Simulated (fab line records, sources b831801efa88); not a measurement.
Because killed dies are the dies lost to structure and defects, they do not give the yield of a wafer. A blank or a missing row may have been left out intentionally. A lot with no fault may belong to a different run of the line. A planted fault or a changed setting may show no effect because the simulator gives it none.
fab line records	flow sky130	part 2 of 2: steps 27 to 35 of 35
record lots=5	wafers=15	lastDay=49
route steps=708 shown METAL2@488 VIA2@507
lots that met no fault: taken from a fault-free run of the same line
startH: start of the lot's first displayed wafer, in hours after the record's first day	waitH: how many hours have passed since the lot's step before this one	" the same as in the row above	L1.1+2: a single row standing in for several wafers	- either no value or no given start	* or withheld: withheld	< > ~ a bound
route shown NAME@n: NAME is a module with steps in the file, n the number in the route of the first one	usual: mean/standard deviation taken from wafers without a fault	same: alike in all rows	chamber/n: place in a boat	sites: the reading at each site	_std_site: the standard deviation of these	_edge_site: the outer-site mean with the inner-site mean subtracted	radiusMm: for every site, how far away it sits from the centre of the wafer	mask NAME#n: copy n	behind: the tool/chamber that last shaped the wafer	hold: the reason the lot was held/the length of the hold in hours/how it ended	device: which transistor (n, p or np) failed to switch	end of line: the route-end tests of the same wafers	a step without rows: its recipe alone	killed: at the first sort, the dies lost to defects and structure; wafer yield is something else	map: the dies of a wafer, with x for killed, . for not killed, _ for no die there
set.NAME: the run value of the setting; set.NAME@STEP: its run value at that earlier step	model.NAME: the simulator's own value behind a step, which no gauge read
a table for each step, a row for each wafer; lots at some steps of the route
services: a tool's chamber out of use, with start hour (startH, from the record's first day; less than 0 if before it), hours out, and reason
## steps
# step SKY_VIA2_COAT_07
# recipe resist=KrF-thick	spinRpm=3000	resistThkNm=450
# usual chillPlateTempC=23.03/0.095	dispensePressureKPa=48.0/3
lot.wafer	tool	chamber	startH	waitH	chillPlateTempC	dispensePressureKPa
L078.3	lithoTrack-03	0	-	-	23.08	51.5
L078.5	"	0	"	"	23.01	51.5
L078.6	"	0	"	"	23.15	51.6
L082.2	lithoTrack-01	0	-	-	22.91	45.3
L082.3	"	0	"	"	22.96	45.3
L082.6	"	0	"	"	22.95	45.3
L089.3	lithoTrack-03	0	-	-	23.01	51.6
L089.4	"	0	"	"	22.94	51.6
L089.6	"	0	"	"	23.13	51.6
L091.3	lithoTrack-03	0	-	-	23.09	51.6
L091.5	"	0	"	"	23.20	51.5
L091.6	"	0	"	"	23.03	51.6
L095.2	lithoTrack-03	0	-	-	23.03	51.5
L095.3	"	0	"	"	22.87	51.5
L095.6	"	0	"	"	23.02	51.5
# step SKY_VIA2_SOFTBAKE_08
# recipe tempC=100	timeS=90	resist=KrF-thick
# usual chillPlateTempC=23.00/0.1
lot.wafer	tool	chamber	startH	waitH	chillPlateTempC
L078.3	lithoTrack-03	0	-	-	23.14
L078.5	"	0	"	"	22.85
L078.6	"	0	"	"	22.93
L082.2	lithoTrack-01	0	-	-	23.07
L082.3	"	0	"	"	22.91
L082.6	"	0	"	"	23.07
L089.3	lithoTrack-03	0	-	-	22.96
L089.4	"	0	"	"	23.05
L089.6	"	0	"	"	23.04
L091.3	lithoTrack-03	0	-	-	22.89
L091.5	"	0	"	"	23.01
L091.6	"	0	"	"	22.87
L095.2	lithoTrack-03	0	-	-	23.13
L095.3	"	0	"	"	23.09
L095.6	"	0	"	"	23.08
# step SKY_VIA2_EXPOSE_09
# recipe maskId=VIM2	na=0.8	sourceShape=annular	sigmaInner=0.55	sigmaOuter=0.85	targetCdNm=200	doseMj=38
# same na=0.8
lot.wafer	tool	chamber	startH	waitH	mask
L078.3+5+6	krfScanner-01	0	-	-	VIM2#0
L082.2+3+6	krfScanner-01	0	-	-	VIM2#0
L089.3+4+6	krfScanner-01	0	-	-	VIM2#0
L091.3+5+6	krfScanner-02	0	-	-	VIM2#0
L095.2+3+6	krfScanner-01	0	-	-	VIM2#0
# step SKY_VIA2_PEB_10
# recipe pebTempC=withheld	pebTimeS=withheld	resist=KrF-thick
# usual chillPlateTempC=*
lot.wafer	tool	chamber	startH	waitH	chillPlateTempC
L078.3	lithoTrack-03	0	-	-	*
L078.5	"	0	"	"	*
L078.6	"	0	"	"	*
L082.2	lithoTrack-03	0	-	-	*
L082.3	"	0	"	"	*
L082.6	"	0	"	"	*
L089.3	lithoTrack-02	0	-	-	*
L089.4	"	0	"	"	*
L089.6	"	0	"	"	*
L091.3	lithoTrack-02	0	-	-	*
L091.5	"	0	"	"	*
L091.6	"	0	"	"	*
L095.2	lithoTrack-01	0	-	-	*
L095.3	"	0	"	"	*
L095.6	"	0	"	"	*
# step SKY_VIA2_DEVELOP_11
# recipe developTimeS=60	resist=KrF-thick	devTempC=21
# usual chillPlateTempC=22.98/0.097
# same developTimeS=60
lot.wafer	tool	chamber	startH	waitH	chillPlateTempC
L078.3	lithoTrack-03	0	-	-	23.15
L078.5	"	0	"	"	22.97
L078.6	"	0	"	"	23.00
L082.2	lithoTrack-03	0	-	-	22.87
L082.3	"	0	"	"	22.95
L082.6	"	0	"	"	22.95
L089.3	lithoTrack-02	0	-	-	22.93
L089.4	"	0	"	"	22.96
L089.6	"	0	"	"	22.83
L091.3	lithoTrack-02	0	-	-	22.90
L091.5	"	0	"	"	22.84
L091.6	"	0	"	"	22.98
L095.2	lithoTrack-01	0	-	-	22.76
L095.3	"	0	"	"	22.85
L095.6	"	0	"	"	22.93
# step SKY_VIA2_CD_MEAS_12
# recipe targetCdNm=200
# usual cdNm=200.0/1.6
lot.wafer	tool	chamber	startH	waitH	cdNm
L078.3	cdSem-02	-	960.20	-	198.1
L078.5	"	-	"	"	198.5
L078.6	"	-	"	"	198.2
L082.2	cdSem-01	-	963.73	-	202.9
L082.3	"	-	"	"	202.2
L082.6	"	-	"	"	199.8
L089.3	cdSem-01	-	969.96	-	200.5
L089.4	"	-	"	"	202.0
L089.6	"	-	"	"	200.6
L091.3	cdSem-01	-	970.63	-	197.0
L091.5	"	-	"	"	198.4
L091.6	"	-	"	"	197.8
L095.2	cdSem-01	-	984.28	-	197.8
L095.3	"	-	"	"	196.0
L095.6	"	-	"	"	198.4
# step SKY_VIA2_OVL_MEAS_13
# usual VIA2_OVL=-2/6
lot.wafer	tool	chamber	startH	waitH	VIA2_OVL[nm]
L078.3	overlay-02	-	960.29	0.1	-16
L078.5	"	-	"	"	-9
L078.6	"	-	"	"	-10
L082.2	overlay-02	-	963.83	0.1	-1
L082.3	"	-	"	"	-2
L082.6	"	-	"	"	2
L089.3	overlay-01	-	970.05	0.1	1
L089.4	"	-	"	"	6
L089.6	"	-	"	"	3
L091.3	overlay-01	-	970.72	0.1	-5
L091.5	"	-	"	"	1
L091.6	"	-	"	"	-1
L095.2	overlay-01	-	984.39	0.1	0
L095.3	"	-	"	"	2
L095.6	"	-	"	"	-1
# step SKY_VIA2_ETCH_14
# recipe chemistry=N2/H2	target=BARC	ionEnergyEv=200	sourceW=500	biasW=100	pressureMtorr=30	n2FlowSccm=100	h2FlowSccm=200	stopOn=SiO2	timeS=45.9	targetDepthA=600
# usual biasW=99.99/0.29	drypumpMotorCurrentA=5.7/0.36	oesProductAu=0.854/0.0053	throttleValvePct=13.225/0.0098
lot.wafer	tool	chamber	startH	waitH	biasW	drypumpMotorCurrentA	oesProductAu	rfHoursCounterH	throttleValvePct
L078.3	rieDiel-01	0	960.31	0.0	100.18	5.3	0.852	13	13.226
L078.5	"	1	"	"	99.73	6.5	0.848	-	13.214
L078.6	"	0	"	"	100.42	5.3	0.861	-	13.232
L082.2	rieDiel-01	0	963.86	0.0	99.55	5.3	0.853	14	13.219
L082.3	"	1	"	"	100.00	6.4	0.851	20	13.243
L082.6	"	0	"	"	99.20	5.3	0.855	-	13.224
L089.3	rieDiel-01	0	970.08	0.0	99.88	5.3	0.860	14	13.232
L089.4	"	3	"	"	100.08	6.0	0.854	15	13.245
L089.6	"	1	"	"	100.01	6.4	0.849	-	13.230
L091.3	rieDiel-03	3	970.75	0.0	100.41	5.4	0.857	11	13.215
L091.5	"	0	"	"	99.99	5.9	0.854	-	13.214
L091.6	"	3	"	"	100.33	5.4	0.854	-	13.227
L095.2	rieDiel-01	1	984.42	0.0	99.73	6.4	0.852	20	13.225
L095.3	"	0	"	"	100.38	5.3	0.848	14	13.221
L095.6	"	0	"	"	100.55	5.3	0.851	-	13.222
# step SKY_VIA2_ETCH_15
# recipe target=SiO2	chemistry=C4F8/O2/Ar	targetDepthNm=546	stopOn=TiN	maskMaterial=KrF-thick	sourceW=1500	biasW=1200	pressureMtorr=40	c4f8FlowSccm=withheld	O2_flow_sccm=6	Ar_flow_sccm=300	timeS=84
# usual biasW=1200/3.8	oesProductAu=0.940/0.005
lot.wafer	tool	chamber	startH	waitH	biasW	oesProductAu	rfHoursCounterH
L078.3	rieDiel-01	0	960.35	0.0	1202	0.936	13
L078.5	"	1	"	"	1201	0.943	-
L078.6	"	0	"	"	1193	0.941	-
L082.2	rieDiel-01	0	963.90	0.0	1205	0.946	14
L082.3	"	1	"	"	1200	0.938	20
L082.6	"	0	"	"	1202	0.938	-
L089.3	rieDiel-01	0	970.12	0.0	1195	0.944	14
L089.4	"	3	"	"	1197	0.942	15
L089.6	"	1	"	"	1194	0.934	-
L091.3	rieDiel-03	3	970.79	0.0	1205	0.942	11
L091.5	"	0	"	"	1203	0.942	-
L091.6	"	3	"	"	1205	0.945	-
L095.2	rieDiel-01	1	984.46	0.0	1209	0.945	20
L095.3	"	0	"	"	1199	0.937	14
L095.6	"	0	"	"	1193	0.938	-
## services
tool	chamber	startH	hours	kind
wetBench-01	-	899.87	2.1	repair
krfScanner-01	-	905.96	1.0	pm
cmp-01	-	912.01	4.0	pm
cmp-01	-	916.01	-	consumableReplace:conditioner
cmp-01	-	916.01	-	consumableReplace:pad
krfScanner-02	-	921.14	1.0	pm
krfScanner-02	-	922.14	1.3	pm
plasmaAsher-02	-	924.88	1.4	repair
plasmaAsher-04	-	925.19	4.8	repair
rieDiel-03	-	934.25	4.3	pm
krfScanner-01	-	942.60	4.4	pm
krfScanner-02	-	946.98	4.0	pm
krfScanner-02	-	961.64	0.8	pm
cmp-01	-	971.82	1.0	repair
rieDiel-01	-	974.13	1.5	repair
cmp-01	-	975.98	3.0	repair
krfScanner-01	-	977.16	1.3	pm
plasmaAsher-03	-	980.89	3.3	repair
hdpcvd-01	-	984.00	0.6	repair
